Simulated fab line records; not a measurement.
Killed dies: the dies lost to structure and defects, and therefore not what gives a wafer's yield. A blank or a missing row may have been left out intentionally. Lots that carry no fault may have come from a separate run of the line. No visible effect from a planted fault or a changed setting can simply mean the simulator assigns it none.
fab line records	flow sfq_line
record lots=7	wafers=21	last_day=80
route steps=325 shown I6@266
lots that met no fault: from a run of the same line without faults
start_h: the number of hours between the record's first day and the start of the first shown wafer of the lot	wait_h: time in hours since the lot's previous step	" identical to the entry in the row above	L1.1+2: a row that stands for several wafers	- no value, or no start was given	* or withheld: withheld	< > ~ a bound
route shown NAME@n: NAME is a module with steps in the file, n the number in the route of the first one	usual: average and standard deviation across the fault-free wafers	same: alike in all rows	chamber/n: place in a boat	sites: the reading at each site	_std_site: how widely they spread, as a standard deviation	_edge_site: outer sites' mean less inner sites'	radius_mm: how far each site lies from the wafer's centre	mask NAME#n: copy n	behind: the tool/chamber that last shaped the wafer	hold: the reason the lot was held/the length of the hold in hours/how it ended	device: which transistor (n, p or np) failed to switch	end of line: the tests these same wafers got at the end of their route	where a step has no rows: the recipe by itself	killed: dies lost to structure and defects at the first sort, not the wafer's yield	map: the dies of a wafer, with x for killed, . for not killed, _ for no die there
set.NAME: the setting that was run; set.NAME@STEP: the one run at that earlier step	model.NAME: the simulator's own value behind a step, which no gauge read
a table for each step, a row for each wafer; lots at some steps of the route
services: when a tool's chamber went out of use (start_h, in hours from the record's first day, below 0 if earlier), for how many hours, and the reason
## steps
# step SFQ_TRILAYER_I6_DEP_PECVD_165
# recipe material=SiO2	temp_c=150	time_s=111.11	pressure_torr=2.4	rf_w=183.3	precursor=SiH4/N2O	target_thk_nm=500
# usual heater_power_w=82/16	throttle_valve_pct=24.3/0.42
lot.wafer	tool	chamber	start_h	wait_h	heater_power_w	throttle_valve_pct
L163.1	pecvd-04	0	1531.13	0.0	79	24.7
L163.5	"	1	"	"	110	23.8
L163.6	"	2	"	"	81	24.0
L164.3	pecvd-02	1	1532.33	0.0	60	24.4
L164.4	"	0	"	"	84	24.9
L164.6	"	2	"	"	73	24.8
L170.1	pecvd-03	1	1587.72	0.0	74	24.1
L170.2	"	0	"	"	76	23.6
L170.3	"	2	"	"	95	24.0
L172.3	pecvd-04	1	1592.52	0.0	116	23.7
L172.5	"	2	"	"	78	24.4
L172.6	"	1	"	"	116	24.0
L174.2	pecvd-02	1	1637.77	0.0	62	24.4
L174.3	"	2	"	"	71	25.1
L174.6	"	0	"	"	83	24.6
L179.2	pecvd-03	0	1654.22	0.0	88	23.6
L179.3	"	2	"	"	111	24.4
L179.5	"	1	"	"	84	24.1
L181.1	pecvd-02	1	1668.62	0.0	60	24.3
L181.3	"	0	"	"	81	24.8
L181.6	"	0	"	"	86	24.6
# step SFQ_TRILAYER_I6_CMP_CMP_166
# recipe material=SiO2	down_force_psi=3	platen_rpm=60	pad_velocity_m_s=0.94248
# usual motor_current_A=9.9/0.51	slurry_filter_dp_kPa=13.51/0.12	time_to_endpoint_s=216/9.6
lot.wafer	tool	chamber	start_h	wait_h	motor_current_A	slurry_filter_dp_kPa	time_to_endpoint_s
L163.1	cmp-02	1	1558.26	27.1	9.8	13.42	220
L163.5	"	2	"	"	9.5	13.48	219
L163.6	"	3	"	"	10.1	13.46	219
L164.3	cmp-02	1	1559.76	27.4	9.7	13.43	226
L164.4	"	2	"	"	9.3	13.58	223
L164.6	"	1	1561.76	29.4	10.1	13.33	225
L170.3	cmp-02	2	1615.44	27.7	9.7	13.53	212
L170.2	"	0	1616.44	28.7	9.2	13.64	213
L170.1	"	1	"	"	9.7	13.62	221
L172.3	cmp-02	2	1624.44	31.9	9.4	13.62	197
L172.6	"	2	1626.44	33.8	9.9	13.60	207
L172.5	"	3	"	"	9.7	13.49	205
L174.2	cmp-01	2	1638.35	0.5	10.7	13.37	212
L174.3	"	0	1639.35	1.5	10.5	13.62	211
L174.6	"	1	"	"	10.0	13.45	197
L179.2	cmp-02	2	1655.30	1.0	10.4	13.41	215
L179.3	"	3	"	"	10.1	13.63	212
L179.5	"	0	"	"	9.1	13.51	221
L181.3	cmp-02	2	1672.10	3.4	9.6	13.57	225
L181.1	"	3	"	"	9.9	13.46	227
L181.6	"	0	"	"	9.8	13.11	229
# step SFQ_I6_BOW_MEAS_941
# recipe mode=bow
# usual I6_BOW=10/12
lot.wafer	tool	chamber	start_h	wait_h	I6_BOW[um]
L163.1	film_metro-01	-	1559.76	1.0	18
L163.5	"	-	"	"	17
L163.6	"	-	"	"	17
L164.3	film_metro-02	-	1562.80	2.5	3
L164.4	"	-	"	"	7
L164.6	"	-	"	"	16
L170.1	film_metro-02	-	1618.44	1.0	-3
L170.2	"	-	"	"	5
L170.3	"	-	"	"	-1
L172.3	film_metro-02	-	1627.48	2.5	5
L172.5	"	-	"	"	10
L172.6	"	-	"	"	9
L174.2	film_metro-01	-	1640.87	2.0	17
L174.3	"	-	"	"	24
L174.6	"	-	"	"	11
L179.2	film_metro-02	-	1657.34	1.5	-13
L179.3	"	-	"	"	1
L179.5	"	-	"	"	5
L181.1	film_metro-01	-	1674.10	1.0	19
L181.3	"	-	"	"	16
L181.6	"	-	"	"	7
# step SFQ_TRILAYER_I6_METRO_MEASURE_167
# usual thk_nm=200.1/1.4
lot.wafer	tool	chamber	start_h	wait_h	thk_nm
L163.1	film_metro-01	-	1559.88	0.1	201.6
L163.5	"	-	"	"	199.2
L163.6	"	-	"	"	199.2
L164.3	film_metro-02	-	1563.28	0.5	201.3
L164.4	"	-	"	"	201.3
L164.6	"	-	"	"	202.3
L170.1	film_metro-02	-	1618.56	0.1	201.7
L170.2	"	-	"	"	200.4
L170.3	"	-	"	"	199.4
L172.3	film_metro-02	-	1627.96	0.5	198.5
L172.5	"	-	"	"	199.7
L172.6	"	-	"	"	200.2
L174.2	film_metro-01	-	1641.17	0.3	198.8
L174.3	"	-	"	"	200.8
L174.6	"	-	"	"	198.1
L179.2	film_metro-02	-	1657.64	0.3	199.5
L179.3	"	-	"	"	199.9
L179.5	"	-	"	"	202.1
L181.1	film_metro-01	-	1674.22	0.1	199.4
L181.3	"	-	"	"	201.0
L181.6	"	-	"	"	200.7
# step SFQ_TRILAYER_I6_VIA_LITHO_COAT_174
# recipe resist=BARC	spin_rpm=3000	resist_thk_nm=62
# step SFQ_TRILAYER_I6_VIA_LITHO_COAT_169
# recipe resist=KrF	spin_rpm=3000	resist_thk_nm=650
# step SFQ_TRILAYER_I6_VIA_LITHO_SOFTBAKE_173
# recipe temp_c=withheld	time_s=withheld	resist=KrF
# step SFQ_TRILAYER_I6_VIA_LITHO_EXPOSE_170
# recipe mask_id=I6	na=0.6	source_shape=conventional	sigma_outer=0.65	target_cd_nm=700	dose_mj=21.3
# step SFQ_TRILAYER_I6_VIA_LITHO_PEB_172
# recipe peb_temp_c=115	peb_time_s=60	resist=KrF
# step SFQ_TRILAYER_I6_VIA_LITHO_DEVELOP_171
# recipe time_s=60	resist=KrF
# step SFQ_I6_OVL_MEAS_942
# usual I6_OVL=-2/5.6
lot.wafer	tool	chamber	start_h	wait_h	I6_OVL[nm]
L163.1	overlay-02	-	1564.78	0.1	9
L163.5	"	-	"	"	12
L163.6	"	-	"	"	6
L164.3	overlay-02	-	1566.34	0.1	-11
L164.4	"	-	"	"	-13
L164.6	"	-	"	"	-8
L170.1	overlay-01	-	1633.18	0.1	5
L170.2	"	-	"	"	7
L170.3	"	-	"	"	3
L172.3	overlay-01	-	1635.59	0.1	-2
L172.5	"	-	"	"	-8
L172.6	"	-	"	"	-4
L174.2	overlay-01	-	1648.43	0.1	9
L174.3	"	-	"	"	4
L174.6	"	-	"	"	1
L179.2	overlay-01	-	1662.83	0.1	-4
L179.3	"	-	"	"	-4
L179.5	"	-	"	"	-6
L181.1	overlay-02	-	1679.63	0.1	0
L181.3	"	-	"	"	-1
L181.6	"	-	"	"	-3
# step SFQ_TRILAYER_I6_VIA_BARC_OPEN_VIA_ETCH_235
# recipe mask_material=PR	chemistry=O2	target_depth_nm=125	target=BARC	source_w=500	bias_w=80	pressure_mtorr=30	time_s=41.7
# usual bias_w=79.97/0.23	drypump_motor_current_A=5.8/0.4	oes_product_au=0.685/0.005	rf_fwd_power_W=494.5/2.3
lot.wafer	tool	chamber	start_h	wait_h	bias_w	drypump_motor_current_A	oes_product_au	rf_fwd_power_W	rf_hours_counter_h
L163.1	rie_diel-03	3	1564.81	0.0	80.06	5.8	0.681	492.4	4
L163.5	"	3	"	"	80.11	5.8	0.689	492.8	-
L163.6	"	2	"	"	80.03	5.7	0.679	495.5	-
L164.3	rie_diel-04	3	1566.36	0.0	79.75	5.3	0.683	494.4	11
L164.4	"	1	"	"	79.68	6.6	0.684	494.9	13
L164.6	"	1	"	"	79.89	6.6	0.678	494.1	-
L170.1	rie_diel-04	1	1633.21	0.0	79.91	6.6	0.686	493.1	14
L170.2	"	2	"	"	79.96	6.0	0.683	495.6	7
L170.3	"	0	"	"	80.23	5.7	0.686	499.1	17
L172.3	rie_diel-04	1	1635.61	0.0	80.02	6.6	0.684	494.8	14
L172.5	"	3	"	"	80.07	5.3	0.676	495.4	-
L172.6	"	0	"	"	79.84	5.7	0.691	496.3	-
L174.2	rie_diel-04	0	1648.46	0.0	80.03	5.7	0.690	493.8	17
L174.3	"	2	"	"	79.97	6.0	0.681	499.4	7
L174.6	"	0	"	"	80.12	5.7	0.682	495.4	-
L179.2	rie_diel-03	0	1662.86	0.0	80.37	4.8	0.686	493.8	0
L179.3	"	3	"	"	79.65	5.9	0.691	493.0	7
L179.5	"	1	"	"	80.22	5.4	0.688	496.9	-
L181.1	rie_diel-03	0	1679.66	0.0	80.47	4.8	0.685	495.8	1
L181.3	"	1	"	"	79.94	5.4	0.688	493.5	2
L181.6	"	2	"	"	80.04	5.7	0.680	498.8	-
# step SFQ_TRILAYER_I6_VIA_ETCH_VIA_ETCH_172
# recipe target=SiO2	stop_on=Nb	mask_material=PR	taper_deg=20	chemistry=CHF3	target_depth_nm=260	source_w=500	bias_w=80	pressure_mtorr=30	time_s=withheld
# usual bias_w=79.98/0.24	drypump_motor_current_A=5.8/0.4	oes_product_au=0.854/0.005	rf_fwd_power_W=498.0/1.5
lot.wafer	tool	chamber	start_h	wait_h	bias_w	drypump_motor_current_A	oes_product_au	rf_fwd_power_W
L163.1	rie_diel-03	3	1564.85	0.0	79.93	5.8	0.848	497.4
L163.5	"	3	"	"	80.32	5.8	0.855	500.0
L163.6	"	2	"	"	79.87	5.7	0.853	494.8
L164.3	rie_diel-04	3	1566.40	0.0	79.88	5.3	0.862	499.7
L164.4	"	1	"	"	79.70	6.6	0.855	498.4
L164.6	"	1	"	"	80.02	6.6	0.858	498.0
L170.1	rie_diel-04	1	1633.25	0.0	80.09	6.6	0.855	416.5
L170.2	"	2	"	"	80.25	6.0	0.853	418.1
L170.3	"	0	"	"	80.61	5.7	0.857	419.3
L172.3	rie_diel-04	1	1635.65	0.0	79.82	6.6	0.856	417.0
L172.5	"	3	"	"	80.60	5.3	0.852	417.2
L172.6	"	0	"	"	80.03	5.7	0.850	416.2
L174.2	rie_diel-04	0	1648.50	0.0	80.38	5.7	0.852	421.4
L174.3	"	2	"	"	80.13	6.0	0.857	418.7
L174.6	"	0	"	"	80.35	5.7	0.855	419.1
L179.2	rie_diel-03	0	1662.90	0.0	80.05	4.8	0.854	497.5
L179.3	"	3	"	"	80.16	5.9	0.846	498.9
L179.5	"	1	"	"	79.83	5.4	0.854	497.5
L181.1	rie_diel-03	0	1679.70	0.0	80.20	4.8	0.854	499.0
L181.3	"	1	"	"	79.79	5.4	0.851	496.3
L181.6	"	2	"	"	79.83	5.7	0.854	500.1
# step SFQ_TRILAYER_I6_VIA_STRIP_STRIP_173
# recipe gas=O2	power_w=200	platen_temp_c=40	overash_fraction=0.65	chemistry=O2	pressure_mtorr=50
# usual drypump_motor_current_A=5.3/0.41	oes_product_au=1.007/0.013
lot.wafer	tool	chamber	start_h	wait_h	drypump_motor_current_A	oes_product_au	rf_hours_counter_h
L163.1	rie_metal-03	1	1564.97	-	5.4	1.014	7
L163.5	"	0	"	"	5.3	0.993	-
L163.6	"	1	"	"	5.4	1.027	-
L164.3	rie_metal-03	0	1566.72	-	5.3	0.993	-
L164.4	"	1	"	"	5.4	1.011	-
L164.6	"	1	"	"	5.4	1.014	-
L170.1	rie_metal-04	1	1633.37	-	4.9	0.995	54
L170.2	"	0	"	"	5.1	1.005	36
L170.3	"	0	"	"	5.1	1.015	-
L172.3	rie_metal-04	1	1635.97	-	4.8	0.995	-
L172.5	"	0	"	"	5.1	1.011	-
L172.6	"	1	"	"	4.9	0.997	-
L174.2	rie_metal-02	0	1648.62	-	5.8	1.018	106
L174.3	"	0	"	"	5.8	1.016	-
L174.6	"	1	"	"	5.9	1.013	-
L179.2	rie_metal-04	1	1663.02	-	4.9	0.996	59
L179.3	"	1	"	"	4.8	0.989	-
L179.5	"	1	"	"	4.8	0.994	-
L181.1	rie_metal-04	0	1679.82	-	5.1	1.010	43
L181.3	"	1	"	"	4.9	0.998	-
L181.6	"	0	"	"	5.1	1.010	-
## services
tool	chamber	start_h	hours	kind
cmp-02	-	1513.24	0.9	repair
rie_diel-04	0	1525.11	2.0	repair
cmp-01	-	1527.78	17.3	pm
rie_metal-04	0	1528.84	5.5	repair
film_metro-02	-	1554.55	0.7	pm
rie_diel-03	0	1556.52	8.0	repair
rie_metal-04	-	1577.31	2.8	pm
pecvd-02	-	1599.15	1.5	repair
rie_diel-03	1	1600.01	-	clean
rie_diel-03	1	1600.01	-	consumable_replace:esc
rie_diel-03	1	1600.01	21.5	scheduled_down
rie_diel-03	1	1600.01	21.5	vent_cycle
cmp-01	-	1602.11	4.0	pm
film_metro-02	-	1607.40	1.5	pm
film_metro-02	-	1616.53	0.7	pm
film_metro-01	-	1618.31	0.5	pm
cmp-02	-	1628.91	1.1	repair
rie_diel-03	0	1632.14	-	clean
rie_diel-04	3	1642.58	6.8	repair
pecvd-03	-	1657.99	5.5	pm
rie_diel-03	-	1659.97	1.6	repair
rie_metal-03	-	1666.10	0.6	repair
cmp-01	-	1666.31	4.3	repair
film_metro-02	-	1675.13	0.4	pm
## key
first_sign step=SFQ_TRILAYER_I6_VIA_ETCH_VIA_ETCH_172	reading=rf_fwd_power_W	direction=down	sigmas=52	usual=498.0	struck=418.2
effect none on later readings
met_at SFQ_TRILAYER_I6_VIA_ETCH_VIA_ETCH_172
struck_wafers L170.1,L170.2,L170.3,L172.3,L172.5,L172.6,L174.2,L174.3,L174.6
onset_between 1566.40 1633.25
fault kind=process_parameter_drift	tool=rie_diel-04	chamber=-	onset_h=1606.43	steps=SFQ_TRILAYER_I6_VIA_ETCH_VIA_ETCH_172	channel=source_w	offset=-80	shape=step	end_h=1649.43	acts_in=these_recipes_only	stated=500
